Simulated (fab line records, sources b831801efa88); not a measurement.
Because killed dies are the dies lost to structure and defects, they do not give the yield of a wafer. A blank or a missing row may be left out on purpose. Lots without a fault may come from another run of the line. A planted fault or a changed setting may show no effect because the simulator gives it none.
fab line records ; flow sky130
record: lots: 14; wafers: 42; lastDay: 50
route steps=708 shown LDD_HVP@284 METAL2@483 CAP2M@604
lots with no fault: from the same line, run without faults
startH: the number of hours between the record's first day and the start of the first shown wafer of the lot ; waitH: hours since the lot's step before ; " the same as in the row above ; L1.1+2: a row that stands for several wafers ; - no value, or no start given ; * or withheld: withheld ; < > ~ a bound
route shown NAME@n: NAME is a module with steps in the file, n the number in the route of the first one ; usual: mean/standard deviation taken from wafers without a fault ; same: alike in all rows ; chamber/n: place in a boat ; sites: per-site readings ; _std_site: the values' standard deviation ; _edge_site: outer sites' mean less inner sites' ; radiusMm: how far each site lies from the wafer's centre ; mask NAME#n: copy n ; behind: the last tool/chamber to shape the wafer ; hold: reason for holding the lot/hours on hold/outcome of the hold ; device: names the non-switching transistor (n, p or np) ; end of line: tests run on the same wafers once the route is complete ; step lacking rows: just its recipe ; killed: not the wafer's yield, but the dies lost to structure and defects at the first sort ; map: dies across one wafer; x = killed, . = not, _ = none there
set.NAME: the setting that was run; set.NAME@STEP: the one run at that earlier step ; model.NAME: the simulator's own value behind a step, which no gauge read
one table for each step of the route and one row for each wafer, over a sample of lots
services: a tool's chamber out of use, with start hour (startH, from the record's first day; less than 0 if before it), hours out, and reason
== steps ==
step: SKY_LDD_HVP_DEVELOP_06
recipe: resist: NOVOLAK; developer: TMAH; developTimeS: 60; devTempC: 23
lot.wafer;tool;chamber;startH;waitH
L203.1+5+6;lithoTrack-03;0;487.94;0.1
L206.1+4+6;lithoTrack-03;0;520.99;0.1
L207.2+3+6;lithoTrack-03;0;532.77;0.1
L211.1+2+6;lithoTrack-04;0;571.60;0.1
L212.2+3+5;lithoTrack-03;0;577.42;0.1
L213.1+4+6;lithoTrack-04;0;585.40;0.1
L214.1+3+5;lithoTrack-02;0;596.02;0.1
L215.1+3+4;lithoTrack-02;0;603.67;0.1
L216.3+4+6;lithoTrack-02;0;611.72;0.1
L219.1+2+3;lithoTrack-02;0;632.97;0.1
L220.1+5+6;lithoTrack-04;0;638.05;0.1
L221.1+3+4;lithoTrack-02;0;649.02;0.1
L222.1+3+6;lithoTrack-04;0;659.55;0.1
L226.2+4+6;lithoTrack-03;0;691.62;0.1
step: SKY_LDD_HVP_TW_MEAS_10
usual: LDD_HVP_TW: 458.4/2
lot.wafer;tool;chamber;startH;waitH;LDD_HVP_TW
L203.1;filmMetro-01;-;488.38;0.1;456.2
L203.5;filmMetro-01;-;488.38;0.1;454.8
L203.6;filmMetro-01;-;488.38;0.1;453.6
L206.1;filmMetro-01;-;521.43;0.1;457.3
L206.4;filmMetro-01;-;521.43;0.1;456.9
L206.6;filmMetro-01;-;521.43;0.1;456.6
L207.2;filmMetro-04;-;533.19;0.1;457.3
L207.3;filmMetro-04;-;533.19;0.1;457.4
L207.6;filmMetro-04;-;533.19;0.1;455.8
L211.1;filmMetro-03;-;572.04;0.1;460.9
L211.2;filmMetro-03;-;572.04;0.1;460.3
L211.6;filmMetro-03;-;572.04;0.1;459.3
L212.2;filmMetro-03;-;577.84;0.1;457.6
L212.3;filmMetro-03;-;577.84;0.1;458.5
L212.5;filmMetro-03;-;577.84;0.1;460.2
L213.1;filmMetro-04;-;585.84;0.1;459.6
L213.4;filmMetro-04;-;585.84;0.1;458.3
L213.6;filmMetro-04;-;585.84;0.1;461.2
L214.1;filmMetro-04;-;596.46;0.1;457.2
L214.3;filmMetro-04;-;596.46;0.1;457.2
L214.5;filmMetro-04;-;596.46;0.1;456.9
L215.1;filmMetro-03;-;604.11;0.1;458.4
L215.3;filmMetro-03;-;604.11;0.1;462.1
L215.4;filmMetro-03;-;604.11;0.1;460.4
L216.3;filmMetro-04;-;612.13;0.1;460.9
L216.4;filmMetro-04;-;612.13;0.1;459.6
L216.6;filmMetro-04;-;612.13;0.1;458.2
L219.1;filmMetro-03;-;633.41;0.1;72.5
L219.2;filmMetro-03;-;633.41;0.1;73.4
L219.3;filmMetro-03;-;633.41;0.1;72.7
L220.1;filmMetro-03;-;638.49;0.1;459.8
L220.5;filmMetro-03;-;638.49;0.1;459.3
L220.6;filmMetro-03;-;638.49;0.1;459.7
L221.1;filmMetro-03;-;649.46;0.1;72.3
L221.3;filmMetro-03;-;649.46;0.1;73.0
L221.4;filmMetro-03;-;649.46;0.1;73.0
L222.1;filmMetro-03;-;659.99;0.1;457.2
L222.3;filmMetro-03;-;659.99;0.1;456.8
L222.6;filmMetro-03;-;659.99;0.1;458.4
L226.2;filmMetro-01;-;692.04;0.1;461.5
L226.4;filmMetro-01;-;692.04;0.1;460.5
L226.6;filmMetro-01;-;692.04;0.1;460.9
step: SKY_METAL2_SPUTTER_00
recipe: material: Ti; targetThkNm: 15; powerW: 3000; timeS: 10; chamberPressurePa: 0.4
usual: throttleValvePct: 30.3/1.1
lot.wafer;tool;chamber;startH;waitH;throttleValvePct
L203.1;pvdSputter-04;-;788.63;0.1;31.7
L203.5;pvdSputter-04;-;788.63;0.1;32.4
L203.6;pvdSputter-04;-;788.63;0.1;29.5
L206.1;pvdSputter-04;-;816.78;0.1;29.1
L206.4;pvdSputter-04;-;816.78;0.1;29.6
L206.6;pvdSputter-04;-;816.78;0.1;32.4
L207.2;pvdSputter-02;-;825.77;0.2;31.0
L207.3;pvdSputter-02;-;825.77;0.2;29.7
L207.6;pvdSputter-02;-;825.77;0.2;29.2
L211.1;pvdSputter-02;-;858.99;0.2;30.9
L211.2;pvdSputter-02;-;858.99;0.2;29.2
L211.6;pvdSputter-02;-;858.99;0.2;29.2
L212.2;pvdSputter-04;-;865.68;0.1;29.2
L212.3;pvdSputter-04;-;865.68;0.1;31.7
L212.5;pvdSputter-04;-;865.68;0.1;32.4
L213.1;pvdSputter-01;-;871.54;0.1;30.9
L213.4;pvdSputter-01;-;871.54;0.1;29.5
L213.6;pvdSputter-01;-;871.54;0.1;30.5
L214.1;pvdSputter-02;-;882.96;0.1;29.2
L214.3;pvdSputter-02;-;882.96;0.1;29.1
L214.5;pvdSputter-02;-;882.96;0.1;31.1
L215.1;pvdSputter-02;-;888.82;0.1;30.8
L215.3;pvdSputter-02;-;888.82;0.1;29.4
L215.4;pvdSputter-02;-;888.82;0.1;29.4
L216.3;pvdSputter-02;-;896.00;0.2;29.2
L216.4;pvdSputter-02;-;896.00;0.2;29.4
L216.6;pvdSputter-02;-;896.00;0.2;29.3
L219.1;pvdSputter-01;-;914.82;0.2;30.3
L219.2;pvdSputter-01;-;914.82;0.2;29.6
L219.3;pvdSputter-01;-;914.82;0.2;30.5
L220.1;pvdSputter-02;-;923.47;0.1;29.5
L220.5;pvdSputter-02;-;923.47;0.1;29.7
L220.6;pvdSputter-02;-;923.47;0.1;29.5
L221.1;pvdSputter-04;-;928.32;0.1;29.1
L221.3;pvdSputter-04;-;928.32;0.1;29.3
L221.4;pvdSputter-04;-;928.32;0.1;31.6
L222.1;pvdSputter-02;-;937.27;0.2;29.7
L222.3;pvdSputter-02;-;937.27;0.2;31.2
L222.6;pvdSputter-02;-;937.27;0.2;29.1
L226.2;pvdSputter-02;-;963.97;0.2;30.8
L226.4;pvdSputter-02;-;963.97;0.2;29.2
L226.6;pvdSputter-02;-;963.97;0.2;30.8
step: SKY_METAL2_DESCUM_17
recipe: chemistry: O2; sourcePowerW: 150; biasPowerW: 0; pressureMtorr: 10; tempC: 40; timeS: 8
usual: chamberPressureMTorr: 10.00/0.034; drypumpMotorCurrentA: 5.7/0.46; oesProductAu: 0.997/0.0081; rfFwdPowerW: 147.3/0.8
lot.wafer;tool;chamber;startH;waitH;chamberPressureMTorr;drypumpMotorCurrentA;oesProductAu;rfFwdPowerW;rfHoursCounterH
L203.1;rieMetal-01;1;815.63;0.0;10.00;4.7;1.002;147.7;14
L203.5;rieMetal-01;1;815.63;0.0;10.00;4.7;0.984;148.2;-
L203.6;rieMetal-01;0;815.63;0.0;10.00;6.2;0.995;148.2;-
L206.1;rieMetal-04;1;843.15;0.0;10.00;5.8;1.000;146.2;8
L206.4;rieMetal-04;0;843.15;0.0;10.01;5.9;1.002;147.3;-
L206.6;rieMetal-04;0;843.15;0.0;10.00;5.9;0.999;147.6;-
L207.2;rieMetal-01;0;852.30;0.0;10.01;6.2;0.991;147.4;6
L207.3;rieMetal-01;0;852.30;0.0;9.99;6.2;0.990;148.1;-
L207.6;rieMetal-01;0;852.30;0.0;10.00;6.2;0.987;147.9;-
L211.1;rieMetal-01;0;885.10;0.0;9.98;6.3;0.976;148.0;8
L211.2;rieMetal-01;0;885.10;0.0;10.00;6.2;0.975;148.3;-
L211.6;rieMetal-01;0;885.10;0.0;10.01;6.2;0.979;148.7;-
L212.2;rieMetal-02;1;892.00;0.0;10.00;5.6;0.999;147.5;3
L212.3;rieMetal-02;1;892.00;0.0;9.99;5.6;1.010;147.4;-
L212.5;rieMetal-02;0;892.00;0.0;9.99;5.4;1.005;146.4;-
L213.1;rieMetal-02;1;897.25;0.0;10.01;5.7;0.991;147.0;3
L213.4;rieMetal-02;0;897.25;0.0;10.00;5.4;0.999;146.2;-
L213.6;rieMetal-02;1;897.25;0.0;10.00;5.6;1.001;146.9;-
L214.1;rieMetal-02;1;909.25;0.0;9.99;5.6;1.002;147.0;4
L214.3;rieMetal-02;0;909.25;0.0;10.00;5.4;1.016;146.7;-
L214.5;rieMetal-02;0;909.25;0.0;10.00;5.4;1.004;147.0;-
L215.1;rieMetal-02;0;914.40;0.0;10.00;5.4;1.008;147.4;11
L215.3;rieMetal-02;1;914.40;0.0;9.99;5.7;1.011;147.6;-
L215.4;rieMetal-02;0;914.40;0.0;9.99;5.4;1.001;147.6;-
L216.3;rieMetal-01;1;921.01;0.0;10.00;4.7;1.002;147.8;-
L216.4;rieMetal-01;0;921.01;0.0;10.02;6.2;0.989;148.1;-
L216.6;rieMetal-01;1;921.01;0.0;10.01;4.8;0.998;147.6;-
L219.1;rieMetal-02;1;939.63;0.0;10.01;5.6;1.007;147.7;5
L219.2;rieMetal-02;0;939.63;0.0;10.00;5.4;0.992;146.9;13
L219.3;rieMetal-02;1;939.63;0.0;10.00;5.7;0.999;147.9;-
L220.1;rieMetal-04;1;948.18;0.0;10.00;5.7;0.983;146.3;12
L220.5;rieMetal-04;0;948.18;0.0;10.00;5.9;0.987;147.6;-
L220.6;rieMetal-04;1;948.18;0.0;9.98;5.8;0.996;146.7;-
L221.1;rieMetal-01;1;952.93;0.0;10.00;4.7;0.998;148.1;2
L221.3;rieMetal-01;1;952.93;0.0;10.01;4.7;0.995;148.5;-
L221.4;rieMetal-01;0;952.93;0.0;10.02;6.2;0.994;149.0;-
L222.1;rieMetal-04;1;962.65;0.0;9.99;5.8;0.988;146.3;13
L222.3;rieMetal-04;0;962.65;0.0;9.99;5.9;0.997;147.5;-
L222.6;rieMetal-04;0;962.65;0.0;10.00;5.9;1.000;147.5;-
L226.2;rieMetal-04;1;987.35;0.0;10.01;5.8;1.004;146.3;14
L226.4;rieMetal-04;1;987.35;0.0;10.01;5.8;1.003;145.8;-
L226.6;rieMetal-04;1;987.35;0.0;10.01;5.8;1.004;146.3;-
step: SKY_CAP2M_THK_MEAS_01
recipe: reads: SiO2_of_CAP2M_CVD_00
usual: CAP2M_CVD_00_THK: 15.53/0.22
lot.wafer;tool;chamber;startH;waitH;CAP2M_CVD_00_THK[nm]
L203.1;filmMetro-01;-;924.68;-;15.37
L203.5;filmMetro-01;-;924.68;-;15.49
L203.6;filmMetro-01;-;924.68;-;15.67
L206.1;filmMetro-03;-;951.99;-;15.73
L206.4;filmMetro-03;-;951.99;-;15.75
L206.6;filmMetro-03;-;951.99;-;15.88
L207.2;filmMetro-03;-;960.90;-;15.16
L207.3;filmMetro-03;-;960.90;-;15.09
L207.6;filmMetro-03;-;960.90;-;15.44
L211.1;filmMetro-03;-;991.16;-;15.14
L211.2;filmMetro-03;-;991.16;-;15.39
L211.6;filmMetro-03;-;991.16;-;15.46
L212.2;filmMetro-04;-;996.48;-;15.25
L212.3;filmMetro-04;-;996.48;-;15.27
L212.5;filmMetro-04;-;996.48;-;15.44
L213.1;filmMetro-03;-;1002.42;-;15.25
L213.4;filmMetro-03;-;1002.42;-;15.59
L213.6;filmMetro-03;-;1002.42;-;15.62
L214.1;filmMetro-03;-;1012.26;-;15.58
L214.3;filmMetro-03;-;1012.26;-;15.73
L214.5;filmMetro-03;-;1012.26;-;15.58
L215.1;filmMetro-01;-;1014.64;-;15.48
L215.3;filmMetro-01;-;1014.64;-;15.49
L215.4;filmMetro-01;-;1014.64;-;15.37
L216.3;filmMetro-01;-;1022.73;-;15.58
L216.4;filmMetro-01;-;1022.73;-;15.75
L216.6;filmMetro-01;-;1022.73;-;15.62
L219.1;filmMetro-01;-;1040.18;-;15.06
L219.2;filmMetro-01;-;1040.18;-;15.14
L219.3;filmMetro-01;-;1040.18;-;15.28
L220.1;filmMetro-01;-;1050.54;-;15.41
L220.5;filmMetro-01;-;1050.54;-;15.37
L220.6;filmMetro-01;-;1050.54;-;15.88
L221.1;filmMetro-03;-;1051.63;-;15.49
L221.3;filmMetro-03;-;1051.63;-;15.59
L221.4;filmMetro-03;-;1051.63;-;15.55
L222.1;filmMetro-03;-;1061.13;-;15.57
L222.3;filmMetro-03;-;1061.13;-;15.76
L222.6;filmMetro-03;-;1061.13;-;15.59
L226.2;filmMetro-01;-;1082.45;-;15.52
L226.4;filmMetro-01;-;1082.45;-;15.41
L226.6;filmMetro-01;-;1082.45;-;15.46
== services ==
tool;chamber;startH;hours;kind
rieMetal-01;1;494.32;6.1;repair
pvdSputter-01;-;499.91;0.9;repair
rieMetal-02;-;501.17;1.4;pm
rieMetal-01;-;509.81;0.6;repair
pvdSputter-04;-;611.71;0.8;repair
pvdSputter-02;1;670.75;-;consumableReplace:kit
pvdSputter-02;1;670.75;18.0;scheduledDown
pvdSputter-02;1;670.75;18.0;ventCycle
rieMetal-04;-;697.95;1.4;pm
rieMetal-02;0;700.78;24.6;repair
pvdSputter-02;-;726.87;1.1;repair
pvdSputter-02;-;769.38;2.1;repair
pvdSputter-02;0;816.52;-;consumableReplace:kit
pvdSputter-02;0;816.52;18.0;scheduledDown
rieMetal-04;-;829.13;0.5;repair
pvdSputter-04;-;834.45;0.6;repair
pvdSputter-04;-;837.07;1.5;repair
pvdSputter-04;-;902.12;25.9;repair
rieMetal-02;1;923.06;5.0;repair
pvdSputter-02;-;944.13;11.5;repair
rieMetal-02;-;958.00;2.8;pm
rieMetal-01;1;961.11;19.3;repair
pvdSputter-01;-;975.62;1.3;repair
rieMetal-01;0;981.77;23.3;repair
== key ==
firstSign: step: SKY_LDD_HVP_TW_MEAS_10; reading: LDD_HVP_TW; direction: down; sigmas: 99+; usual: 458.4; struck: 72.8
effect none on later readings
metAt SKY_LDD_HVP_DEVELOP_06
struckLots L219,L221
sortLeftOut L219.1,L219.2,L219.3,L221.1,L221.3,L221.4
testerLeftOut L219,L221
notActingAt SKY_METAL2_SPUTTER_00,SKY_METAL2_DESCUM_17,SKY_CAP2M_THK_MEAS_01
onsetBetween 611.72 632.97
fault: kind: processParameterDrift; tool: lithoTrack-02; chamber: -; onsetH: 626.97; steps: SKY_LDD_HVP_DEVELOP_06; channel: developTimeS; offset: *; shape: step; endH: 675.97; actsIn: *; stated: *
testerLeftOut: of these lots the tester's yield and bins aren't shown, on N5 and GAA mostly nor the transistor test; their killed dies are dies lost to structure and defects alone, not to doping, threshold or leakage, so they don't give the yield
sortLeftOut: the simulated sort isn't trusted on such a fault, so these wafers' sort isn't shown, and their yield isn't known
